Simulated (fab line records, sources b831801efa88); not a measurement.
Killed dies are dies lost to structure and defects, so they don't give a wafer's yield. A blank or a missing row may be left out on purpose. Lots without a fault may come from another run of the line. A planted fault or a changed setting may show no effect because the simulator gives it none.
Problem report in the 8D (eight disciplines) form, filled by code | flow sky130 | the parts of the form that need people (team, actions taken, sign-off) are left out

1. THE PROBLEM
killed_at_M0_to_M3 at SKY_PAD_OPEN_PROBE_99 reads a mean of 334 on 3 wafers of 1 lot; wafers without a fault read 42 with a standard deviation of 7.2. That is +41 standard deviations from the usual mean.
First seen on wafer L891.1, day 50 12:50, on prober-02. The record holds 9 wafers of 3 lots with a number at this step. Rule for "out", or "out of limits": more than 4 standard deviations from the usual mean. The other wafers with a number count as sound.

2. WHAT IT IS AND WHAT IT IS NOT
question                    | is                                                                                                                                                              | is not
which readings at this step | killed_at_M0_to_M3, defect_limited_yield, killed_dies, killed_on_rim, sort_bin_3_pad_short, sort_bin_5_function, sort_bin_6_memory, sort_n_pass, sort_yield_pct | killed_at_M4_up, killed_at_other
which lots                  | L891                                                                                                                                                            | L872, L883
which wafers of those lots  | all that have a number                                                                                                                                          | -
read on which tools         | prober-02                                                                                                                                                       | prober-01
when                        | from day 50 12:50                                                                                                                                               | up to then (6 sound wafers)

3. SUSPECTS, AND WHAT RULES EACH OUT
Counting: a tool at a process step up to the reading stays a suspect if it ran every lot that is out and no sound lot after the first of them.
- rie_metal-03 at SKY_METAL3_ETCH_16 (etches BARC in N2/H2, stops on SiO2, time 88.2 s, target depth 60 nm): kept. It ran the lot that is out, L891 (day 44 12:25), and no sound lot after that.
- pvd_sputter-02 at SKY_METAL4_SPUTTER_02 (material AlCu, target thk 735 nm, time 39.1 s): kept. It ran the lot that is out, L891 (day 45 13:15), and no sound lot after that; its last sound lot up to then is L883 (day 43 11:47).
- cmp-01 at SKY_VIA4_CMP_02 (polishes SiO2): kept. It ran the lot that is out, L891 (day 47 07:01), and no sound lot after that.
- iline_stepper-01 at SKY_VIA4_EXPOSE_08 (exposes mask VIM4, target cd 800 nm): kept. It ran the lot that is out, L891 (day 47 16:02), and no sound lot after that.
- prober-02 at SKY_PAD_OPEN_PROBE_99: kept. It ran the lot that is out, L891 (day 50 12:50), and no sound lot after that; its last sound lot up to then is L872 (day 47 05:56). Its own readings are out on those wafers: defect_limited_yield, killed_at_M0_to_M3, killed_dies, killed_on_rim, sort_bin_3_pad_short, sort_bin_5_function, sort_bin_6_memory, sort_n_pass, sort_yield_pct.
Left after counting: rie_metal-03 at SKY_METAL3_ETCH_16, pvd_sputter-02 at SKY_METAL4_SPUTTER_02, cmp-01 at SKY_VIA4_CMP_02, iline_stepper-01 at SKY_VIA4_EXPOSE_08, prober-02 at SKY_PAD_OPEN_PROBE_99.

4. THE CAUSE (what the simulator had put in)
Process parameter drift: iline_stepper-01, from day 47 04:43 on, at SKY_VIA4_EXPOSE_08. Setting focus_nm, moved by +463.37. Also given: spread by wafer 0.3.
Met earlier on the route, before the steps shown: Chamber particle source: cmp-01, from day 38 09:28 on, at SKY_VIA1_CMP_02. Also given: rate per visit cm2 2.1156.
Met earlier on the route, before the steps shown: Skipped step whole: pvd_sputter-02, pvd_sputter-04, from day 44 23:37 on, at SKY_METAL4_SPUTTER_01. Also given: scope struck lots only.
Counting left 5 suspects, and this tool is among them.

5. THE CHAIN OF EFFECTS, in route order
Each row: a reading whose mean over the struck wafers that have a number lies more than 3 standard deviations from the usual. Only readings for which the record gives a usual standard deviation are gone through. hours: the time from each lot's start at the first step in this table that gives one to its start at this step, as a median over the lots. sigmas: the change in usual standard deviations.
hours | step                  | reading              | usual  | on struck wafers | change | sigmas
0     | SKY_PAD_OPEN_PROBE_99 | defect_limited_yield | 82.9 % | 27.0             | -55.9  | -31
0     | SKY_PAD_OPEN_PROBE_99 | killed_at_M0_to_M3   | 42     | 334              | +292   | +41
0     | SKY_PAD_OPEN_PROBE_99 | killed_dies          | 84     | 359              | +275   | +31
0     | SKY_PAD_OPEN_PROBE_99 | killed_on_rim        | 17     | 67               | +50    | +15
0     | SKY_PAD_OPEN_PROBE_99 | sort_bin_3_pad_short | 0.8 %  | 5.2              | +4.4   | +11
0     | SKY_PAD_OPEN_PROBE_99 | sort_bin_5_function  | 10.1 % | 49.5             | +39.4  | +30
0     | SKY_PAD_OPEN_PROBE_99 | sort_bin_6_memory    | 6.3 %  | 18.4             | +12.1  | +10
0     | SKY_PAD_OPEN_PROBE_99 | sort_n_pass          | 408    | 133              | -275   | -31
0     | SKY_PAD_OPEN_PROBE_99 | sort_yield_pct       | 82.9 % | 27.0             | -55.9  | -31
The process steps in it:
- SKY_PAD_OPEN_PROBE_99

6. WHAT WOULD HAVE CAUGHT IT SOONER
In this record the first reading out of limits was taken at day 50 12:50, 80 hours after the fault began at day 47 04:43.
All the lots that are out (1) had begun SKY_VIA4_EXPOSE_08 on iline_stepper-01 by day 50 12:50. A hold on the tool at that time would have spared none of them.
